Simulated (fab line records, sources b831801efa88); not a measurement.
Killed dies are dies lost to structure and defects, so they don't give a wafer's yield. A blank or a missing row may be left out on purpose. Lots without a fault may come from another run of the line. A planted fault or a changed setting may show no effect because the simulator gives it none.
A struck lot beside a sound one | flow gf180mcu | 19 steps out of a route of 602
Sound: wafers L498.3, L498.4, L498.6. Struck: wafer L487.6. (L487.4, L487.5 of the same lot were not struck and are left out.) The cause comes at the end.
At each step with rows: each side's tool, then ch and its chambers, then its first start. Under that, the readings that differ: sound wafers | struck wafers | difference of the means | sigmas: that difference in standard deviations of wafers without a fault.
alike: readings whose means differ by less than 2 such deviations, and words and numbers that are the same on both sides. not compared: withheld readings, readings that some wafer has no value for, bounds like >300 that may hide the same value, and numbers for which the record gives no deviation and whose values overlap.
The two part at a step that has a row with sigmas, a row that says differs or no value, or rows on one side only. Numbers that don't overlap but have no deviation are shown without sigmas and don't part them. A reading that every wafer of one side lacks parts them only if that side has two wafers or more.

first, 1 step without rows for these wafers: GF_V5_CMP_26 (polishes, stops on SiO2, t overpolish 15 s, target thk 0 nm).
GF_TOP_METAL_SPUTTER_00: material Ti, target thk 37.5 nm, time 150 s.
  sound on pvd_sputter-04, day 32 11:21; struck on pvd_sputter-04, day 29 05:35
  alike: throttle_valve_pct
then, 1 step without rows for these wafers: GF_TOP_METAL_SPUTTER_01 (material TiN, target thk 30 nm, time 25 s).
GF_TOP_METAL_SPUTTER_02: material AlCu, target thk 900 nm, time 47.82 s.
  sound on pvd_sputter-04, day 32 11:29; struck on pvd_sputter-04, day 29 05:41
  alike: throttle_valve_pct
GF_TOP_METAL_SPUTTER_03: material Ti, target thk 5 nm, time 3.3 s.
  sound on pvd_sputter-04, day 32 11:31; struck on pvd_sputter-04, day 29 05:43
  alike: throttle_valve_pct
GF_TOP_METAL_SPUTTER_04: material TiN, target thk 25 nm, time 19.8 s.
  sound on pvd_sputter-04, day 32 11:32; struck on pvd_sputter-04, day 29 05:44
  alike: throttle_valve_pct
GF_TOP_METAL_RS_MEAS_05: measures by four-point-probe.
  sound on film_metro-03, day 32 11:37; struck on film_metro-01, day 29 05:49
  alike: TOP_METAL_ALCU_RS
GF_TOP_METAL_THK_MEAS_06: measures by xrf.
  sound on film_metro-03, day 32 11:43; struck on film_metro-01, day 29 05:55
  alike: TOP_METAL_ALCU_THK
then, 4 steps without rows for these wafers: GF_TOP_METAL_DEHYDRATE_07 (time 60 s); GF_TOP_METAL_HMDS_08 (prime time 60 s); GF_TOP_METAL_COAT_09 (resist thk 1500 nm); GF_TOP_METAL_SOFTBAKE_10 (time 60 s).
GF_TOP_METAL_EXPOSE_11: exposes mask MetalTop, target cd 440 nm.
  sound on iline_stepper-02 ch 0, day 32 19:59; struck on iline_stepper-02 ch 0, day 29 15:28
  alike: mask, focus_offset_nm
then, 1 step without rows for these wafers: GF_TOP_METAL_PEB_12.
GF_TOP_METAL_DEVELOP_13: develop time 57.94 s.
  sound on litho_track-03 ch 0, day 33 03:55; struck on litho_track-04 ch 0, day 30 00:06
  reading                    | sound             | struck | difference | sigmas
  model.TOP_METAL.cd_nm (nm) | 444.7 446.3 442.8 | 306.5  | -138.1     |
GF_TOP_METAL_CD_MEAS_14: target cd 440 nm.
  sound on cd_sem-02, day 33 04:04; struck on cd_sem-01, day 30 00:18
  reading    | sound             | struck | difference | sigmas
  cd_nm (nm) | 444.8 446.4 442.5 | 306.4  | -138.2     | -55
GF_TOP_METAL_OVL_MEAS_15:
  sound on overlay-02, day 33 04:09; struck on overlay-02, day 30 00:23
  alike: TOP_METAL_OVL
GF_TOP_METAL_METAL_ETCH_16: etches the open film in Cl2/BCl3, stops on SiO2, target depth 1077.5 nm, time 179.6 s.
  sound on rie_metal-01 ch 0,1, day 33 04:14; struck on rie_metal-02 ch 1, day 30 00:27
  reading                    | sound             | struck | difference | sigmas
  model.TOP_METAL.cd_nm (nm) | 442.1 449.4 435.5 | 300.8  | -141.5     |
  alike: chamber_pressure_mTorr, drypump_motor_current_A, oes_product_au, throttle_valve_pct
  not compared: rf_hours_counter_h
GF_TOP_METAL_STRIP_17: strips in O2/N2.
  sound on plasma_asher-01 ch 0,1, day 33 04:23; struck on plasma_asher-01 ch 1, day 30 00:36
  reading             | sound          | struck | difference | sigmas
  o2_flow_sccm (sccm) | 2998 2990 2996 | 3017   | +22        | +2
  alike: chamber_pressure_mTorr, drypump_motor_current_A, heater_power_w, oes_product_au, strip_time_to_endpoint_s
  not compared: rf_hours_counter_h

WHERE THEY PART
First at GF_TOP_METAL_CD_MEAS_14; last, within this record, at GF_TOP_METAL_STRIP_17.

WHY: what the simulator had put in
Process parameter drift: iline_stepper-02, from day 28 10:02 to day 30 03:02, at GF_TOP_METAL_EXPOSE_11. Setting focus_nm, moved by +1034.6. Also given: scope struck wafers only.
